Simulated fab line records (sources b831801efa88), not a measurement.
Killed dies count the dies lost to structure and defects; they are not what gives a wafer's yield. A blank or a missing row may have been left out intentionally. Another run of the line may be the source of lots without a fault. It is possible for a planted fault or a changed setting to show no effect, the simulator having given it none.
fab line records    flow sky130
record: lots: 12  wafers: 36  last-day: 50
route steps=708 shown METAL1@451 VIA1@478 METAL2@484 METAL3@567 PAD_OPEN@708
lots that met no fault: taken from a fault-free run of the same line
start-h: the number of hours between the record's first day and the start of the first shown wafer of the lot    wait-h: hours from the lot's prior step to this one    " the same as in the row above    L1.1+2: a single row standing in for several wafers    - value missing, or start not given    * or withheld: withheld    < > ~ a bound
route shown NAME@n: NAME is a module with steps in the file, n the number in the route of the first one    usual: mean/standard deviation taken from wafers without a fault    same: alike in all rows    chamber/n: place in a boat    sites: per-site readings    _std_site: standard deviation across them    _edge_site: mean of outer sites minus mean of inner sites    radius-mm: how far each site lies from the wafer's centre    mask NAME#n: copy n    behind: the most recent tool/chamber to have shaped the wafer    hold: the reason the lot was held/the length of the hold in hours/how it ended    device: which transistor (n, p or np) failed to switch    end of line: tests run on the same wafers once the route is complete    a step given without rows: its recipe and nothing more    killed: not the wafer's yield, but the dies lost to structure and defects at the first sort    map: per-die view of a wafer (x killed, . not killed, _ where there is no die)
set.NAME: setting as actually run; set.NAME@STEP: the setting as run at that earlier step    model.NAME: the simulator's own value behind a step, which no gauge read
a sample of lots followed through the steps of the route, with each step as a table and each wafer as a row
services: the hour from which a tool's chamber was out of use, counted from the record's first day as start-h (under 0 if before that day), plus the number of hours and why
== steps ==
step: SKY_METAL1_DESCUM_17
recipe: chemistry: O2  source-power-w: 150  bias-power-w: 0  pressure-mtorr: 10  temp-c: 40  time-s: 8
usual: drypump-motor-current-A: 5.8/0.61  oes-product-au: 0.995/0.0074
same: time-s: 8
lot.wafer  tool          chamber  start-h  wait-h  drypump-motor-current-A  oes-product-au  rf-hours-counter-h
L318.1     rie-metal-04  0        753.99   0.0     6.7                      0.994           12
L318.4     "             1        "        "       5.8                      1.002           -
L318.6     "             0        "        "       6.7                      1.000           -
L319.1     rie-metal-04  0        756.64   0.0     6.7                      0.999           12
L319.2     "             1        "        "       5.9                      0.998           4
L319.5     "             0        "        "       6.7                      0.994           -
L320.2     rie-metal-04  1        776.22   0.0     5.9                      1.000           4
L320.4     "             0        "        "       6.6                      1.006           -
L320.5     "             1        "        "       5.8                      1.003           -
L321.1     rie-metal-04  1        783.77   0.0     5.8                      0.986           5
L321.5     "             1        "        "       5.8                      0.985           -
L321.6     "             0        "        "       6.7                      0.995           -
L323.1     rie-metal-03  1        799.62   0.0     5.5                      0.995           5
L323.5     "             0        "        "       4.9                      0.994           -
L323.6     "             1        "        "       5.4                      0.983           -
L324.1     rie-metal-04  0        808.22   0.0     6.7                      0.989           15
L324.2     "             1        "        "       5.9                      0.994           6
L324.4     "             1        "        "       5.9                      0.987           -
L325.3     rie-metal-01  1        813.83   0.0     5.0                      0.987           -
L325.4     "             0        "        "       5.8                      0.993           -
L325.5     "             0        "        "       5.8                      0.995           -
L326.1     rie-metal-04  0        815.94   0.0     6.7                      0.991           15
L326.2     "             1        "        "       5.9                      0.990           6
L326.4     "             0        "        "       6.7                      0.994           -
L331.1     rie-metal-01  1        856.59   0.0     5.0                      0.997           9
L331.2     "             0        "        "       5.8                      1.004           8
L331.3     "             0        "        "       5.8                      0.995           -
L332.1     rie-metal-03  1        864.59   0.0     5.4                      0.990           7
L332.2     "             0        "        "       4.9                      1.007           9
L332.3     "             1        "        "       5.4                      0.987           -
L334.1     rie-metal-01  0        901.27   0.0     5.8                      0.992           10
L334.2     "             1        "        "       5.0                      0.983           11
L334.5     "             0        "        "       5.8                      0.988           -
L339.3     rie-metal-03  1        928.35   0.0     5.4                      0.988           -
L339.4     "             0        "        "       4.9                      0.993           -
L339.5     "             1        "        "       5.4                      0.996           -
step: SKY_VIA1_SPUTTER_20
recipe: material: TiN  target-thk-nm: 20  chamber-pressure-pa: 5  power-w: 4000  time-s: 80
usual: throttle-valve-pct: 29.8/1.3
same: time-s: 80
lot.wafer  tool            chamber  start-h  wait-h  throttle-valve-pct
L318.1     pvd-sputter-04  -        782.41   0.0     31.7
L318.4     "               -        "        "       28.1
L318.6     "               -        "        "       29.3
L319.1     pvd-sputter-04  -        785.96   0.0     29.5
L319.2     "               -        "        "       28.2
L319.5     "               -        "        "       29.7
L320.2     pvd-sputter-03  -        805.23   0.0     27.3
L320.4     "               -        "        "       29.5
L320.5     "               -        "        "       29.0
L321.1     pvd-sputter-01  -        813.13   0.0     32.6
L321.5     "               -        "        "       31.1
L321.6     "               -        "        "       29.9
L323.1     pvd-sputter-04  -        828.13   0.0     29.8
L323.5     "               -        "        "       28.4
L323.6     "               -        "        "       31.3
L324.1     pvd-sputter-03  -        837.29   0.0     27.5
L324.2     "               -        "        "       29.4
L324.4     "               -        "        "       29.2
L325.3     pvd-sputter-04  -        842.77   0.0     31.7
L325.4     "               -        "        "       29.8
L325.5     "               -        "        "       31.8
L326.1     pvd-sputter-04  -        844.39   0.0     29.5
L326.2     "               -        "        "       31.5
L326.4     "               -        "        "       29.8
L331.1     pvd-sputter-01  -        885.07   0.0     32.7
L331.2     "               -        "        "       29.8
L331.3     "               -        "        "       29.6
L332.1     pvd-sputter-04  -        892.67   0.0     29.3
L332.2     "               -        "        "       28.1
L332.3     "               -        "        "       29.9
L334.1     pvd-sputter-04  -        927.91   0.0     28.3
L334.2     "               -        "        "       29.7
L334.5     "               -        "        "       28.2
L339.3     pvd-sputter-04  -        955.29   0.0     31.5
L339.4     "               -        "        "       28.1
L339.5     "               -        "        "       29.6
step: SKY_METAL2_SPUTTER_01
recipe: material: TiN  target-thk-nm: 20  power-w: 6500  time-s: 16.16  chamber-pressure-pa: 0.4
usual: throttle-valve-pct: 30.3/1.4
same: time-s: 16.16
lot.wafer  tool            chamber  start-h  wait-h  throttle-valve-pct
L318.1     pvd-sputter-03  -        783.06   0.0     27.4
L318.4     "               -        "        "       29.4
L318.6     "               -        "        "       29.5
L319.1     pvd-sputter-02  -        786.62   0.0     31.5
L319.2     "               -        "        "       28.5
L319.5     "               -        "        "       31.1
L320.2     pvd-sputter-02  -        805.89   0.0     31.4
L320.4     "               -        "        "       31.5
L320.5     "               -        "        "       28.4
L321.1     pvd-sputter-04  -        813.78   0.0     29.9
L321.5     "               -        "        "       28.3
L321.6     "               -        "        "       29.7
L323.1     pvd-sputter-04  -        828.79   0.0     28.4
L323.5     "               -        "        "       31.7
L323.6     "               -        "        "       29.4
L324.1     pvd-sputter-02  -        837.95   0.0     31.4
L324.2     "               -        "        "       31.6
L324.4     "               -        "        "       31.3
L325.3     pvd-sputter-03  -        843.42   0.0     29.2
L325.4     "               -        "        "       29.3
L325.5     "               -        "        "       27.3
L326.1     pvd-sputter-02  -        845.04   0.0     28.6
L326.2     "               -        "        "       31.8
L326.4     "               -        "        "       31.8
L331.1     pvd-sputter-02  -        885.72   0.0     31.1
L331.2     "               -        "        "       31.6
L331.3     "               -        "        "       31.8
L332.1     pvd-sputter-02  -        893.33   0.0     31.7
L332.2     "               -        "        "       31.6
L332.3     "               -        "        "       31.2
L334.1     pvd-sputter-02  -        928.57   0.0     31.6
L334.2     "               -        "        "       31.9
L334.5     "               -        "        "       28.4
L339.3     pvd-sputter-02  -        955.96   0.0     31.7
L339.4     "               -        "        "       31.6
L339.5     "               -        "        "       31.0
step: SKY_METAL3_ETCH_17
recipe: target: SiO2  stop-on: TiN  chemistry: C4F8/O2/Ar  source-w: 1500  bias-w: 1200  pressure-mtorr: 40  c4f8-flow-sccm: withheld  O2_flow_sccm: 6  Ar_flow_sccm: 300  time-s: 3.9  target-depth-a: 150
usual: bias-w: 1200/3.3  oes-product-au: 0.754/0.0075
same: time-s: 3.9
lot.wafer  tool         chamber  start-h  wait-h  bias-w  oes-product-au  rf-hours-counter-h
L318.1     rie-diel-02  2        894.65   0.1     1197    0.756           9
L318.4     "            1        "        "       1203    0.774           -
L318.6     "            3        "        "       1200    0.761           -
L319.1     rie-diel-01  2        896.91   0.1     1199    0.756           22
L319.2     "            3        "        "       1199    0.752           5
L319.5     "            2        "        "       1203    0.761           -
L320.2     rie-diel-03  2        915.27   0.1     1199    0.758           18
L320.4     "            1        "        "       1195    0.759           18
L320.5     "            2        "        "       1206    0.762           -
L321.1     rie-diel-01  3        922.42   0.1     1199    0.747           6
L321.5     "            3        "        "       1197    0.761           -
L321.6     "            0        "        "       1201    0.760           -
L323.1     rie-diel-01  1        936.22   0.1     1201    0.752           20
L323.5     "            2        "        "       1202    0.758           -
L323.6     "            3        "        "       1197    0.755           -
L324.1     rie-diel-03  0        943.17   0.1     1198    0.763           10
L324.2     "            1        "        "       1201    0.750           18
L324.4     "            3        "        "       1204    0.761           11
L325.3     rie-diel-03  1        950.40   0.0     1201    0.756           19
L325.4     "            3        "        "       1197    0.757           11
L325.5     "            2        "        "       1199    0.763           -
L326.1     rie-diel-02  1        951.96   0.1     1202    0.750           17
L326.2     "            3        "        "       1202    0.748           0
L326.4     "            2        "        "       1201    0.758           12
L331.1     rie-diel-01  2        989.04   0.2     1203    0.747           25
L331.2     "            0        "        "       1200    0.753           4
L331.3     "            1        "        "       1201    0.748           21
L332.1     rie-diel-01  1        995.06   0.1     1209    0.743           21
L332.2     "            3        "        "       1200    0.748           8
L332.3     "            0        "        "       1204    0.737           4
L334.1     rie-diel-03  0        1026.65  0.2     1206    0.756           13
L334.2     "            1        "        "       1197    0.744           21
L334.5     "            0        "        "       1203    0.768           -
L339.3     rie-diel-03  1        1051.76  0.0     1204    0.759           22
L339.4     "            3        "        "       1205    0.757           15
L339.5     "            0        "        "       1206    0.765           -
step: SKY_PAD_OPEN_PROBE_99
usual: defect-limited-yield: 82.8/1.7  killed_at_M0_to_M3: 43/6.2  killed_at_M4_up: 2.8/1.7  killed-at-contacts: 24/4.8  killed-at-front-end: 15/4.3  killed-at-other: 0.3/0.55  killed-dies: 85/8.4  killed-on-rim: 17/3.8  killed-open: 46/6.7  killed-short: 38/6.2  sort_bin_3_pad_short: 0.9/0.46  sort_bin_5_function: 10.2/1.3  sort_bin_6_memory: 6.1/0.9  sort-n-pass: 407/8.4  sort-yield-pct: 82.8/1.7
same: gross-dies: 492  killed-at-back-side: 0  sort_bin_4_leakage[%]: 0  sort_bin_8_speed[%]: 0
lot.wafer  tool       chamber  start-h  wait-h  defect-limited-yield[%]  killed_at_M0_to_M3  killed_at_M4_up  killed-at-contacts  killed-at-front-end  killed-at-other  killed-dies  killed-on-rim  killed-open  killed-short  sort_bin_3_pad_short[%]  sort_bin_5_function[%]  sort_bin_6_memory[%]  sort-n-pass  sort-yield-pct[%]
L318.1     prober-01  -        1067.45  0.1     84.3                     44                  2                17                  14                   0                77           11             45           32            0.4                      9.3                     5.9                   415          84.3
L318.4     prober-01  -        1067.60  0.2     86.2                     27                  5                20                  16                   0                68           11             40           28            0.2                      8.3                     5.3                   424          86.2
L318.6     prober-01  -        1067.70  0.2     81.3                     46                  2                33                  10                   1                92           16             58           34            0.4                      12.6                    5.7                   400          81.3
L319.1     prober-02  -        1071.23  0.1     82.7                     49                  3                20                  13                   0                85           16             53           32            0.8                      11.8                    4.7                   407          82.7
L319.2     prober-02  -        1071.28  0.1     83.5                     40                  5                23                  13                   0                81           20             45           36            0.2                      9.8                     6.5                   411          83.5
L319.5     prober-02  -        1071.43  0.2     83.5                     51                  2                17                  10                   1                81           13             47           34            1.8                      9.1                     5.5                   411          83.5
L320.2     prober-01  -        1082.64  0.1     83.5                     38                  5                26                  12                   0                81           17             43           38            0.8                      10.0                    5.7                   411          83.5
L320.4     prober-01  -        1082.74  0.2     79.1                     50                  4                28                  21                   0                103          19             53           50            0.4                      13.2                    7.3                   389          79.1
L320.5     prober-01  -        1082.79  0.2     81.9                     42                  5                29                  13                   0                89           15             38           51            2.0                      10.4                    5.7                   403          81.9
L321.1     prober-02  -        1089.25  0.1     82.1                     40                  3                32                  13                   0                88           13             45           43            1.2                      10.6                    6.1                   404          82.1
L321.5     prober-02  -        1089.45  0.2     83.3                     39                  3                26                  14                   0                82           16             34           48            1.0                      8.3                     7.3                   410          83.3
L321.6     prober-02  -        1089.50  0.2     86.4                     36                  5                15                  11                   0                67           15             34           33            0.4                      6.7                     6.5                   425          86.4
L323.1     prober-02  -        1102.14  0.1     85.4                     41                  1                20                  10                   0                72           9              36           36            0.4                      9.1                     5.1                   420          85.4
L323.5     prober-02  -        1102.34  0.2     82.7                     46                  1                26                  12                   0                85           21             42           43            0.8                      11.6                    4.9                   407          82.7
L323.6     prober-02  -        1102.39  0.2     81.1                     54                  3                25                  11                   0                93           16             54           39            0.8                      12.4                    5.7                   399          81.1
L324.1     prober-01  -        1107.49  0.1     83.5                     41                  0                28                  12                   0                81           13             47           34            1.0                      9.1                     6.3                   411          83.5
L324.2     prober-01  -        1107.54  0.1     80.9                     47                  3                34                  10                   0                94           18             55           39            1.4                      12.2                    5.5                   398          80.9
L324.4     prober-01  -        1107.64  0.2     82.3                     54                  2                17                  14                   0                87           17             41           45            0.6                      9.1                     7.9                   405          82.3
L325.3     prober-02  -        1113.73  0.2     82.7                     42                  0                21                  21                   1                85           18             39           46            1.4                      9.3                     6.5                   407          82.7
L325.4     prober-02  -        1113.78  0.2     85.8                     33                  2                18                  17                   0                70           14             37           33            0.8                      7.9                     5.5                   422          85.8
L325.5     prober-02  -        1113.83  0.2     86.0                     34                  2                27                  6                    0                69           12             40           28            0.2                      8.9                     4.9                   423          86.0
L326.1     prober-01  -        1116.57  0.1     82.3                     41                  3                23                  20                   0                87           19             51           36            0.8                      10.8                    6.1                   405          82.3
L326.2     prober-01  -        1116.62  0.1     81.1                     38                  3                26                  26                   0                93           27             57           36            0.8                      12.0                    6.1                   399          81.1
L326.4     prober-01  -        1116.72  0.2     80.3                     45                  3                31                  18                   0                97           18             63           34            1.0                      12.6                    6.1                   395          80.3
L331.1     prober-01  -        1145.28  0.1     77.0                     69                  1                21                  22                   0                113          19             42           35            2.2                      14.0                    6.7                   379          77.0
L331.2     prober-01  -        1145.33  0.1     77.8                     70                  3                22                  14                   0                109          25             53           33            1.6                      12.2                    8.3                   383          77.8
L331.3     prober-01  -        1145.38  0.2     80.1                     69                  1                19                  9                    0                98           27             42           33            0.4                      13.8                    5.7                   394          80.1
L332.1     prober-01  -        1147.19  0.1     78.5                     59                  2                28                  16                   1                106          18             47           37            1.8                      13.2                    6.5                   386          78.5
L332.2     prober-01  -        1147.24  0.1     74.6                     90                  3                24                  7                    1                125          25             40           37            2.8                      15.4                    7.1                   367          74.6
L332.3     prober-01  -        1147.29  0.2     79.9                     61                  2                22                  14                   0                99           21             43           36            1.6                      11.6                    6.9                   393          79.9
L334.1     prober-01  -        1171.89  0.1     81.3                     54                  4                22                  12                   0                92           19             56           36            0.4                      10.8                    7.5                   400          81.3
L334.2     prober-01  -        1171.94  0.1     82.5                     40                  2                21                  23                   0                86           14             38           48            1.8                      9.1                     6.5                   406          82.5
L334.5     prober-01  -        1172.09  0.2     78.7                     50                  3                27                  25                   0                105          20             56           49            1.2                      12.6                    7.5                   387          78.7
L339.3     prober-01  -        1195.19  0.2     83.3                     44                  1                24                  13                   0                82           21             48           34            0.4                      8.5                     7.7                   410          83.3
L339.4     prober-01  -        1195.24  0.2     84.8                     40                  1                18                  16                   0                75           17             41           34            0.4                      9.8                     5.1                   417          84.8
L339.5     prober-01  -        1195.29  0.2     82.3                     40                  5                24                  17                   1                87           14             41           46            0.8                      11.0                    5.9                   405          82.3
killed by level:class
L318.1 VIA1:geometric-particle:open=12 CONTACT:geometric-particle:open=8 VIA3:geometric-particle:open=8 CONTACT:geometric-particle:short=6 VIA2:geometric-particle:open=6 VIA2:geometric-particle:short=5 FIELD_ISO:geometric-particle:short=3 FIELD_ISO:geometric-particle:open=3
L318.4 CONTACT:geometric-particle:open=7 VIA3:geometric-particle:open=6 VIA2:geometric-particle:open=6 LI_CONTACT:geometric-particle:open=5 VIA1:geometric-particle:open=5 FIELD_ISO:geometric-particle:short=4 POLY_GATE:geometric-particle:open=4 LOCAL_INTERCONNECT:geometric-particle:short=4
L318.6 VIA1:geometric-particle:open=20 CONTACT:geometric-particle:open=17 LI_CONTACT:geometric-particle:open=6 CONTACT:geometric-particle:short=5 LOCAL_INTERCONNECT:geometric-particle:short=5 VIA1:geometric-particle:short=4 METAL2:geometric-particle:short=4 VIA2:geometric-particle:open=4
L319.1 VIA1:geometric-particle:open=12 CONTACT:geometric-particle:open=11 VIA3:geometric-particle:open=11 FIELD_ISO:geometric-particle:short=6 VIA1:geometric-particle:short=5 LI_CONTACT:geometric-particle:open=4 VIA2:geometric-particle:short=4 VIA2:geometric-particle:open=4
L319.2 VIA1:geometric-particle:open=11 LI_CONTACT:geometric-particle:open=9 VIA1:geometric-particle:short=7 CONTACT:geometric-particle:open=6 FIELD_ISO:geometric-particle:short=5 VIA3:geometric-particle:open=5 POLY_GATE:geometric-particle:open=4 CONTACT:geometric-particle:short=4
L319.5 VIA2:geometric-particle:open=9 VIA1:geometric-particle:open=9 METAL2:geometric-particle:short=8 CONTACT:geometric-particle:open=7 VIA1:geometric-particle:short=5 VIA3:geometric-particle:open=5 FIELD_ISO:geometric-particle:short=3 FIELD_ISO:geometric-particle:open=3
L320.2 VIA1:geometric-particle:open=8 CONTACT:geometric-particle:open=7 LI_CONTACT:geometric-particle:open=7 VIA1:geometric-particle:short=7 VIA3:geometric-particle:open=4 LOCAL_INTERCONNECT:geometric-particle:short=4 METAL2:geometric-particle:short=4 FIELD_ISO:geometric-particle:open=3
L320.4 VIA1:geometric-particle:open=11 VIA3:geometric-particle:open=10 CONTACT:geometric-particle:open=7 METAL2:geometric-particle:short=7 FIELD_ISO:geometric-particle:open=6 CONTACT:geometric-particle:short=6 LI_CONTACT:geometric-particle:open=6 METAL1:geometric-particle:short=6
L320.5 VIA1:geometric-particle:open=11 FIELD_ISO:geometric-particle:short=8 CONTACT:geometric-particle:short=8 METAL1:geometric-particle:short=7 LI_CONTACT:geometric-particle:open=7 METAL2:geometric-particle:short=7 VIA2:geometric-particle:open=5 LOCAL_INTERCONNECT:geometric-particle:short=5
L321.1 LI_CONTACT:geometric-particle:open=12 CONTACT:geometric-particle:open=10 VIA1:geometric-particle:open=7 VIA1:geometric-particle:short=6 VIA2:geometric-particle:open=6 VIA3:geometric-particle:open=6 FIELD_ISO:geometric-particle:short=5 CONTACT:geometric-particle:short=5
L321.5 METAL2:geometric-particle:short=9 LI_CONTACT:geometric-particle:short=7 LI_CONTACT:geometric-particle:open=7 FIELD_ISO:geometric-particle:short=6 CONTACT:geometric-particle:short=5 METAL1:geometric-particle:short=5 VIA1:geometric-particle:open=5 CONTACT:geometric-particle:open=4
L321.6 VIA1:geometric-particle:open=9 METAL2:geometric-particle:short=6 VIA2:geometric-particle:open=6 LOCAL_INTERCONNECT:geometric-particle:short=5 LI_CONTACT:geometric-particle:open=4 METAL4:geometric-particle:short=4 METAL1:geometric-particle:short=4 VIA3:geometric-particle:open=4
L323.1 METAL2:geometric-particle:short=9 CONTACT:geometric-particle:open=8 VIA1:geometric-particle:open=8 LI_CONTACT:geometric-particle:open=5 POLY_GATE:geometric-particle:short=5 VIA1:geometric-particle:short=5 VIA3:geometric-particle:open=5 VIA2:geometric-particle:open=4
L323.5 VIA1:geometric-particle:open=13 METAL1:geometric-particle:short=10 CONTACT:geometric-particle:short=8 VIA2:geometric-particle:open=7 LI_CONTACT:geometric-particle:open=6 CONTACT:geometric-particle:open=6 FIELD_ISO:geometric-particle:short=5 METAL2:geometric-particle:short=5
L323.6 VIA1:geometric-particle:open=13 VIA2:geometric-particle:open=10 CONTACT:geometric-particle:open=10 METAL2:geometric-particle:short=8 LI_CONTACT:geometric-particle:open=7 POLY_GATE:geometric-particle:short=6 VIA3:geometric-particle:open=5 METAL1:geometric-particle:short=5
L324.1 VIA1:geometric-particle:open=12 VIA3:geometric-particle:open=12 CONTACT:geometric-particle:short=9 CONTACT:geometric-particle:open=9 METAL2:geometric-particle:short=6 LI_CONTACT:geometric-particle:open=4 FIELD_ISO:geometric-particle:short=3 LOCAL_INTERCONNECT:geometric-particle:short=3
L324.2 VIA1:geometric-particle:open=11 LI_CONTACT:geometric-particle:open=10 CONTACT:geometric-particle:open=8 VIA3:geometric-particle:open=8 VIA1:geometric-particle:short=5 LOCAL_INTERCONNECT:geometric-particle:short=5 CONTACT:geometric-particle:short=5 METAL1:geometric-particle:short=5
L324.4 VIA1:geometric-particle:open=11 VIA2:geometric-particle:open=10 METAL1:geometric-particle:short=6 CONTACT:geometric-particle:open=5 VIA1:geometric-particle:short=5 VIA3:geometric-particle:open=5 FIELD_ISO:geometric-particle:short=4 VIA3:geometric-particle:short=4
L325.3 VIA1:geometric-particle:open=9 METAL2:geometric-particle:short=7 VIA3:geometric-particle:open=7 FIELD_ISO:geometric-particle:short=6 METAL1:geometric-particle:short=6 LI_CONTACT:geometric-particle:short=5 POLY_GATE:geometric-particle:open=4 LI_CONTACT:geometric-particle:open=4
L325.4 VIA1:geometric-particle:open=11 FIELD_ISO:geometric-particle:short=5 METAL1:geometric-particle:short=5 FIELD_ISO:geometric-particle:open=4 POLY_GATE:geometric-particle:short=4 LI_CONTACT:geometric-particle:short=4 VIA2:geometric-particle:open=4 LOCAL_INTERCONNECT:geometric-particle:short=3
L325.5 VIA1:geometric-particle:open=11 CONTACT:geometric-particle:short=9 CONTACT:geometric-particle:open=9 LI_CONTACT:geometric-particle:open=6 METAL1:geometric-particle:short=6 METAL2:geometric-particle:short=4 METAL3:geometric-particle:open=3 VIA3:geometric-particle:open=3
L326.1 LI_CONTACT:geometric-particle:open=9 VIA1:geometric-particle:open=8 VIA3:geometric-particle:open=7 POLY_GATE:geometric-particle:open=7 CONTACT:geometric-particle:short=7 VIA2:geometric-particle:open=7 METAL1:geometric-particle:short=4 CONTACT:geometric-particle:open=4
L326.2 LI_CONTACT:geometric-particle:open=10 VIA1:geometric-particle:open=8 CONTACT:geometric-particle:open=8 FIELD_ISO:geometric-particle:open=7 VIA2:geometric-particle:open=7 POLY_GATE:geometric-particle:short=6 VIA3:geometric-particle:open=6 VIA3:geometric-particle:short=5
L326.4 CONTACT:geometric-particle:open=13 LI_CONTACT:geometric-particle:open=11 VIA2:geometric-particle:open=11 VIA1:geometric-particle:open=10 POLY_GATE:geometric-particle:open=7 VIA3:geometric-particle:open=6 VIA1:geometric-particle:short=5 FIELD_ISO:geometric-particle:short=4
L331.1 METAL3:unspecified=36 VIA1:geometric-particle:open=11 FIELD_ISO:geometric-particle:open=9 CONTACT:geometric-particle:open=7 FIELD_ISO:geometric-particle:short=6 LI_CONTACT:geometric-particle:open=4 LOCAL_INTERCONNECT:geometric-particle:short=4 CONTACT:geometric-particle:short=4
L331.2 METAL3:unspecified=22 VIA1:geometric-particle:open=15 CONTACT:geometric-particle:open=8 VIA2:geometric-particle:open=8 METAL2:geometric-particle:short=7 VIA3:geometric-particle:open=6 FIELD_ISO:geometric-particle:open=5 POLY_GATE:geometric-particle:open=4
L331.3 METAL3:unspecified=23 LI_CONTACT:geometric-particle:open=10 VIA1:geometric-particle:open=10 METAL2:geometric-particle:short=7 VIA1:geometric-particle:short=6 METAL1:geometric-particle:short=6 VIA3:geometric-particle:open=6 CONTACT:geometric-particle:open=4
L332.1 METAL3:unspecified=22 CONTACT:geometric-particle:open=11 VIA1:geometric-particle:open=8 LI_CONTACT:geometric-particle:open=7 VIA2:geometric-particle:open=6 METAL1:geometric-particle:short=6 FIELD_ISO:geometric-particle:short=4 LI_CONTACT:geometric-particle:short=4
L332.2 METAL3:unspecified=48 VIA1:geometric-particle:open=9 LI_CONTACT:geometric-particle:open=8 VIA2:geometric-particle:short=7 VIA1:geometric-particle:short=6 CONTACT:geometric-particle:open=5 VIA3:geometric-particle:open=5 METAL1:geometric-particle:short=4
L332.3 METAL3:unspecified=20 VIA1:geometric-particle:open=10 CONTACT:geometric-particle:open=7 LI_CONTACT:geometric-particle:open=5 VIA2:geometric-particle:open=5 VIA3:geometric-particle:open=5 FIELD_ISO:geometric-particle:short=4 METAL1:geometric-particle:short=4
L334.1 VIA1:geometric-particle:open=15 VIA3:geometric-particle:open=11 CONTACT:geometric-particle:open=8 VIA2:geometric-particle:open=8 LOCAL_INTERCONNECT:geometric-particle:short=5 METAL1:geometric-particle:short=4 VIA1:geometric-particle:short=4 METAL3:geometric-particle:short=4
L334.2 POLY_GATE:geometric-particle:short=7 LI_CONTACT:geometric-particle:open=7 VIA1:geometric-particle:open=6 METAL2:geometric-particle:short=6 METAL1:geometric-particle:short=5 SPACER:geometric-particle:open=5 VIA1:geometric-particle:short=5 VIA2:geometric-particle:short=5
L334.5 VIA1:geometric-particle:open=12 LI_CONTACT:geometric-particle:open=10 CONTACT:geometric-particle:open=9 POLY_GATE:geometric-particle:short=8 VIA2:geometric-particle:open=7 VIA2:geometric-particle:short=6 METAL2:geometric-particle:short=5 VIA3:geometric-particle:open=5
L339.3 LI_CONTACT:geometric-particle:open=11 VIA2:geometric-particle:open=8 VIA3:geometric-particle:open=8 POLY_GATE:geometric-particle:open=6 VIA1:geometric-particle:open=6 CONTACT:geometric-particle:open=5 METAL1:geometric-particle:short=5 METAL3:geometric-particle:short=5
L339.4 VIA1:geometric-particle:open=11 VIA3:geometric-particle:open=7 POLY_GATE:geometric-particle:open=5 LOCAL_INTERCONNECT:geometric-particle:short=5 VIA2:geometric-particle:open=5 METAL1:geometric-particle:short=4 FIELD_ISO:geometric-particle:open=3 SPACER:geometric-particle:short=3
L339.5 VIA1:geometric-particle:open=9 METAL1:geometric-particle:short=8 LI_CONTACT:geometric-particle:open=7 VIA3:geometric-particle:open=7 LOCAL_INTERCONNECT:geometric-particle:short=6 METAL3:geometric-particle:short=5 CONTACT:geometric-particle:open=4 METAL4:geometric-particle:short=4
== services ==
tool            chamber  start-h  hours  kind
rie-diel-03     3        736.24   5.7    repair
rie-diel-03     0        736.48   1.4    repair
rie-metal-03    0        737.20   2.4    repair
pvd-sputter-02  -        756.60   17.2   repair
rie-diel-01     -        791.66   0.1    repair
rie-metal-04    0        797.86   1.9    repair
pvd-sputter-04  -        805.84   2.1    repair
rie-metal-01    -        810.45   2.8    pm
rie-diel-01     1        815.86   2.4    repair
rie-metal-01    1        820.07   18.4   repair
rie-metal-03    -        826.90   15.6   pm
pvd-sputter-04  -        846.54   6.6    repair
pvd-sputter-02  -        866.25   1.1    repair
rie-diel-03     1        869.69   19.0   repair
pvd-sputter-03  -        907.18   6.7    repair
rie-metal-04    -        936.96   0.4    repair
rie-diel-01     2        942.90   8.1    repair
pvd-sputter-02  -        983.12   1.3    repair
pvd-sputter-03  -        984.20   3.6    repair
pvd-sputter-03  -        986.73   3.8    repair
rie-metal-04    -        1010.25  2.8    pm
rie-metal-04    -        1013.62  2.3    repair
rie-diel-01     1        1028.03  23.8   repair
rie-diel-01     -        1049.20  0.9    repair
== key ==
first-sign: step: SKY_PAD_OPEN_PROBE_99  reading: killed_at_M0_to_M3  direction: up  sigmas: 4.3  usual: 43  struck: 70
effect: step: SKY_PAD_OPEN_PROBE_99  reading: defect-limited-yield  direction: down  sigmas: 2.8  usual: 82.8  struck: 78.0
met-at SKY_METAL3_ETCH_17
struck-lots L331,L332
not-acting-at SKY_METAL1_DESCUM_17,SKY_VIA1_SPUTTER_20,SKY_METAL2_SPUTTER_01
onset-between 936.22 989.04
fault: kind: chamber-particle-source  tool: rie-diel-01  chamber: -  onset-h: 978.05  steps: SKY_METAL3_ETCH_17  rate-per-visit-cm2: 0.38276  end-h: 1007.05
